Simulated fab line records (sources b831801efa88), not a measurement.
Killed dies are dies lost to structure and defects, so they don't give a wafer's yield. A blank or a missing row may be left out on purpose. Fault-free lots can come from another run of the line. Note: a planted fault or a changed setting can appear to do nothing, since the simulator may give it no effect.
Chamber matching	flow sky130	SKY_VIA2_ETCH_14 on rie diel-03 has 4 sister chambers
The step etches BARC in N2/H2, stops on SiO2, time 45.9 s, target depth 60 nm. 14 wafers are shown with their chamber, then 7 later ones without.

== EACH WAFER AND ITS CHAMBER ==
wafer	chamber	drypump motor current A (A)	oes product au (a.u.)	throttle valve pct (%)
L074.3	0	5.5	0.856	13.235
L074.4	3	6.4	0.857	13.232
L074.5	2	6.5	0.856	13.218
L076.2	0	5.5	0.854	13.218
L076.3	1	5.9	0.860	13.230
L076.5	2	6.4	0.853	13.217
L077.2	1	5.9	0.852	13.245
L077.5	2	6.4	0.852	13.225
L077.6	3	6.4	0.856	13.214
L084.2	3	6.5	0.858	13.218
L084.3	0	5.5	0.860	13.218
L084.6	2	6.4	0.856	13.229
L088.2	2	6.4	0.853	13.238
L088.3	1	5.8	0.852	13.208

SIGNATURES, as means of the wafers listed above
reading	chamber 0	chamber 1	chamber 2	chamber 3	scatter within a chamber
drypump motor current A	5.500	5.867	6.420	6.433	0.0462
oes product au	0.85667	0.85467	0.85400	0.85700	0.00278
throttle valve pct	13.22367	13.22767	13.22540	13.22133	0.0117
Rule: a wafer's distance from a chamber is the root of the sum, over the readings, of the square of ((its reading less the chamber's mean) divided by the reading's scatter). If the next closest chamber is less than 2 further off than the closest, the wafer can't be placed; otherwise it belongs to the closest. How the scatter is found: for the shown wafers, subtract from each reading the mean of its chamber, square and add these, divide the total by (wafers less chambers), then take the root.

== WAFERS WHOSE CHAMBER IS MISSING ==
wafer	drypump motor current A (A)	oes product au (a.u.)	throttle valve pct (%)
L088.5	6.5	0.851	13.238
L091.3	6.4	0.851	13.246
L091.4	5.9	0.856	13.234
L091.5	5.9	0.854	13.220
L094.3	5.5	0.853	13.207
L094.4	5.8	0.852	13.218
L094.5	6.4	0.855	13.219

== CHAMBER TAKEN BY EACH ==
wafer	from the rows above	in truth
L088.5	can't be placed: 2 or 3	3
L091.3	can't be placed: 2 or 3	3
L091.4	1	1
L091.5	1	1
L094.3	0	0
L094.4	1	1
L094.5	can't be placed: 2 or 3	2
Placed correctly: 4 of 7. Can't be placed from these rows: 3 (the true chamber is among the candidates in 3). 0 placed wrongly.
